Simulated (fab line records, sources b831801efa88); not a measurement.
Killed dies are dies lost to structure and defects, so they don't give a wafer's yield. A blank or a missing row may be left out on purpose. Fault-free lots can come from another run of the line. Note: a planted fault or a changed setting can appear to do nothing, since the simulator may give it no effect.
Matching of chambers / flow gf180mcu / 4 sister chambers for GF_V1_ETCH_16 on rie-diel-04
The step etches BARC in N2/H2. 14 wafers are shown with their chamber, then 7 later ones without.

## WAFERS PAIRED WITH THEIR CHAMBERS
wafer=L790.2; chamber=1; drypump-motor-current-A (A)=6.1; oes-product-au (a.u.)=0.854; rf-fwd-power-W (W)=495.8
wafer=L790.4; chamber=0; drypump-motor-current-A (A)=5.2; oes-product-au (a.u.)=0.853; rf-fwd-power-W (W)=493.3
wafer=L790.5; chamber=0; drypump-motor-current-A (A)=5.2; oes-product-au (a.u.)=0.852; rf-fwd-power-W (W)=494.7
wafer=L793.2; chamber=2; drypump-motor-current-A (A)=5.7; oes-product-au (a.u.)=0.845; rf-fwd-power-W (W)=493.9
wafer=L793.3; chamber=3; drypump-motor-current-A (A)=5.3; oes-product-au (a.u.)=0.856; rf-fwd-power-W (W)=497.0
wafer=L793.5; chamber=1; drypump-motor-current-A (A)=6.2; oes-product-au (a.u.)=0.859; rf-fwd-power-W (W)=495.4
wafer=L796.1; chamber=2; drypump-motor-current-A (A)=5.8; oes-product-au (a.u.)=0.850; rf-fwd-power-W (W)=492.9
wafer=L796.2; chamber=1; drypump-motor-current-A (A)=6.1; oes-product-au (a.u.)=0.855; rf-fwd-power-W (W)=492.0
wafer=L796.6; chamber=2; drypump-motor-current-A (A)=5.8; oes-product-au (a.u.)=0.850; rf-fwd-power-W (W)=495.5
wafer=L798.2; chamber=1; drypump-motor-current-A (A)=6.2; oes-product-au (a.u.)=0.859; rf-fwd-power-W (W)=498.7
wafer=L798.5; chamber=2; drypump-motor-current-A (A)=5.8; oes-product-au (a.u.)=0.860; rf-fwd-power-W (W)=495.8
wafer=L798.6; chamber=1; drypump-motor-current-A (A)=6.1; oes-product-au (a.u.)=0.858; rf-fwd-power-W (W)=498.7
wafer=L802.2; chamber=0; drypump-motor-current-A (A)=5.2; oes-product-au (a.u.)=0.854; rf-fwd-power-W (W)=494.3
wafer=L802.4; chamber=2; drypump-motor-current-A (A)=5.8; oes-product-au (a.u.)=0.854; rf-fwd-power-W (W)=497.2

SIGNATURES (averages over the wafers above)
reading=drypump-motor-current-A; chamber 0=5.200; chamber 1=6.140; chamber 2=5.780; chamber 3=5.300; scatter within a chamber=0.0447
reading=oes-product-au; chamber 0=0.85300; chamber 1=0.85700; chamber 2=0.85180; chamber 3=0.85600; scatter within a chamber=0.00386
reading=rf-fwd-power-W; chamber 0=494.100; chamber 1=496.120; chamber 2=495.060; chamber 3=497.000; scatter within a chamber=2.08
Rule: a wafer's distance from a chamber is the root of the sum, over the readings, of the square of ((its reading less the chamber's mean) divided by the reading's scatter). If the next closest chamber is less than 2 further off than the closest, the wafer can't be placed; otherwise it belongs to the closest. The scatter: take each reading less its chamber's mean, square it, sum over the shown wafers, divide by the number of wafers less the number of chambers, and take the root.

## WAFERS WHOSE CHAMBER IS MISSING
wafer=L802.6; drypump-motor-current-A (A)=5.3; oes-product-au (a.u.)=0.858; rf-fwd-power-W (W)=496.2
wafer=L810.1; drypump-motor-current-A (A)=5.2; oes-product-au (a.u.)=0.851; rf-fwd-power-W (W)=497.5
wafer=L810.3; drypump-motor-current-A (A)=5.3; oes-product-au (a.u.)=0.849; rf-fwd-power-W (W)=494.5
wafer=L810.6; drypump-motor-current-A (A)=5.8; oes-product-au (a.u.)=0.855; rf-fwd-power-W (W)=495.1
wafer=L811.1; drypump-motor-current-A (A)=5.2; oes-product-au (a.u.)=0.849; rf-fwd-power-W (W)=497.1
wafer=L811.2; drypump-motor-current-A (A)=5.3; oes-product-au (a.u.)=0.854; rf-fwd-power-W (W)=496.8
wafer=L811.4; drypump-motor-current-A (A)=5.8; oes-product-au (a.u.)=0.854; rf-fwd-power-W (W)=492.3

## EACH ONE'S CHAMBER
wafer=L802.6; from the rows above=3; in truth=3
wafer=L810.1; from the rows above=can't be placed: 0 or 3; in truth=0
wafer=L810.3; from the rows above=can't be placed: 3 or 0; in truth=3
wafer=L810.6; from the rows above=2; in truth=2
wafer=L811.1; from the rows above=can't be placed: 0 or 3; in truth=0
wafer=L811.2; from the rows above=3; in truth=3
wafer=L811.4; from the rows above=2; in truth=2
Correct placement for 4 of the 7. These rows do not allow placing 3 (true chamber among the candidates in 3). 0 placed wrongly.
